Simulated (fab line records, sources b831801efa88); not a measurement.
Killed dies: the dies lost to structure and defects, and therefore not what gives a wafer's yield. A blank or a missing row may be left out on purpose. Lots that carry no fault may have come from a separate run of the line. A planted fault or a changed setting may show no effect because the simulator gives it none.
Struck lot and sound lot, side by side | flow sky130 | 31 steps out of a route of 708
Sound: these wafers, L639.1, L639.2, L639.6. Struck: wafer L632.3 (L632.1, L632.5, from the same lot, were not struck and are left out); the cause is given at the end.
Each step with rows lists, per side, the tool, then ch with its chambers, then its first start. Under that, the readings that differ: sound wafers | struck wafers | difference of the means | sigmas: that difference in standard deviations of wafers without a fault.
alike: same words and numbers on both sides, and readings whose means sit less than 2 such deviations apart. not compared: any withheld reading, any reading some wafer has no value for, any bound like >300 that may hide the same value, and any number with overlapping values for which the record gives no deviation.
The two part at a step that has a row with sigmas, a row that says differs or no value, or rows on one side only. When numbers do not overlap yet have no deviation, they are printed without sigmas and do not part them. A reading that every wafer of one side lacks parts them only if that side has two wafers or more.

first, 2 steps without rows for these wafers: SKY_VIA4_PEB_09; SKY_VIA4_DEVELOP_10 (develop time 60 s).
SKY_VIA4_OVL_MEAS_11:
  sound on overlay-01 at day 46 09:29; struck on overlay-01 at day 44 18:53
  alike: VIA4_OVL
SKY_VIA4_ETCH_12: etches SiO2 in C4F8/O2/Ar, stops on TiN, target depth 580 nm.
  sound on rie diel-02 ch 0,1,2, day 46 09:32; struck on rie diel-04 ch 0, day 44 18:55
  alike: oes product au
then, 6 steps without rows for these wafers: SKY_VIA4_STRIP_13 (strips in O2/N2); SKY_VIA4_STRIP_14 (strips in post etch residue remover, time 1200 s); SKY_VIA4_CLEAN_15 (cleans in IPA, time 180 s); SKY_VIA4_CLEAN_16 (cleans in O3/DIW); SKY_VIA4_SPUTTER_17 (material TiN, target thk 20 nm, time 80 s); SKY_VIA4_CVD_18 (deposits W, target thk 505 nm, time 152.14 s).
SKY_VIA4_RS_MEAS_19: the measuring method here is four-point-probe.
  sound on film metro-01 at day 46 10:38; struck on film metro-02 at day 44 19:50
  reading            | sound             | struck | difference | sigmas
  VIA4_W_RS (ohm/sq) | 0.230 0.228 0.227 | 0.217  | -0.011     | -3
SKY_VIA4_THK_MEAS_20: measures by xrf.
  sound on film metro-01 at day 46 10:46; struck on film metro-02 at day 44 19:58
  reading         | sound       | struck | difference | sigmas
  VIA4_W_THK (nm) | 491 497 501 | 528    | +32        | +3
SKY_VIA4_CMP_21: polishes, stops on SiO2, t overpolish 25 s, target thk 0 nm.
  sound on cmp-01 ch 0,1, day 46 10:49; struck on cmp-02 ch 1, day 44 20:52
  reading                                  | sound             | struck | difference | sigmas
  motor current A (A)                      | 10.8 9.5 11.5     | 12.9   | +2.3       | +2
  time to endpoint s (s)                   | 117 121 121       | 71     | -49        | -12
  model.SiO2_of_VIA4_HDPCVD_00.thk nm (nm) | 572.9 572.7 573.3 | 570.7  | -2.3       |
  alike: overpolish run s
then, 1 step without rows for these wafers: SKY_METAL5_SPUTTER_00 (material Ti, target thk 15 nm, time 10 s).
SKY_METAL5_SPUTTER_01: material TiN, target thk 20 nm, time 16.7 s.
  sound on pvd sputter-03 at day 46 11:09; struck on pvd sputter-03 at day 44 21:05
  reading                  | sound                | struck | difference | sigmas
  chamber pressure pa (Pa) | 0.3994 0.3996 0.3998 | 0.4015 | +0.0019    | +2
  alike: throttle valve pct
SKY_METAL5_SPUTTER_02: material AlCu, target thk 1150 nm, time 61.2 s.
  sound on pvd sputter-03 at day 46 11:11; struck on pvd sputter-03 at day 44 21:07
  alike: chamber pressure pa, throttle valve pct
then, 2 steps without rows for these wafers: SKY_METAL5_SPUTTER_03 (material Ti, target thk 5 nm, time 3.3 s); SKY_METAL5_SPUTTER_04 (material TiN, target thk 70 nm, time 58.3 s).
SKY_METAL5_RS_MEAS_05: the measuring method here is four-point-probe.
  sound on film metro-03 at day 46 11:19; struck on film metro-01 at day 44 21:14
  alike: METAL5_ALCU_RS
SKY_METAL5_THK_MEAS_06: measures by xrf.
  sound on film metro-03 at day 46 11:26; struck on film metro-01 at day 44 21:21
  alike: METAL5_ALCU_THK
then, 7 steps without rows for these wafers: SKY_METAL5_DEHYDRATE_07 (time 60 s); SKY_METAL5_HMDS_08 (prime time 60 s); SKY_METAL5_COAT_09 (resist thk 1800 nm); SKY_METAL5_SOFTBAKE_10 (time 60 s); SKY_METAL5_EXPOSE_11 (exposes mask MM5, target cd 1600 nm); SKY_METAL5_PEB_12; SKY_METAL5_DEVELOP_13 (develop time 60 s).
SKY_METAL5_DESCUM_14: chemistry O2, time 11 s.
  sound on rie metal-03 ch 0,1, day 47 07:23; struck on rie metal-03 ch 0, day 45 18:23
  alike: drypump motor current A, oes product au
  not compared: rf hours counter h
SKY_METAL5_METAL_ETCH_15: etches the open film in Cl2/BCl3, stops on SiO2, target depth 1260 nm, time 252 s.
  sound on rie metal-03 ch 0,1, day 47 07:26; struck on rie metal-03 ch 0, day 45 18:26
  reading                                  | sound             | struck | difference | sigmas
  oes product au (a.u.)                    | 0.893 0.891 0.889 | 0.901  | +0.010     | +2
  model.SiO2_of_VIA4_HDPCVD_00.thk nm (nm) | 547.9 547.2 548   | 545.2  | -2.5       |
  alike: drypump motor current A, mfc cl2 sccm, throttle valve pct
  not compared: rf hours counter h
SKY_METAL5_STRIP_16: strips in O2/N2.
  sound on plasma asher-04 ch 0,1, day 47 07:40; struck on plasma asher-04 ch 1, day 45 18:40
  alike: drypump motor current A, oes product au, strip time to endpoint s
  not compared: rf hours counter h
SKY_PAD_OPEN_PROBE_99:
  rows exist in the record for the struck wafers here (prober-01, day 47 15:04), but not for the sound ones

WHERE THEY PART
Last at SKY_PAD_OPEN_PROBE_99 as far as this record goes, first at SKY_VIA4_RS_MEAS_19.

WHY: what had been put in by the simulator
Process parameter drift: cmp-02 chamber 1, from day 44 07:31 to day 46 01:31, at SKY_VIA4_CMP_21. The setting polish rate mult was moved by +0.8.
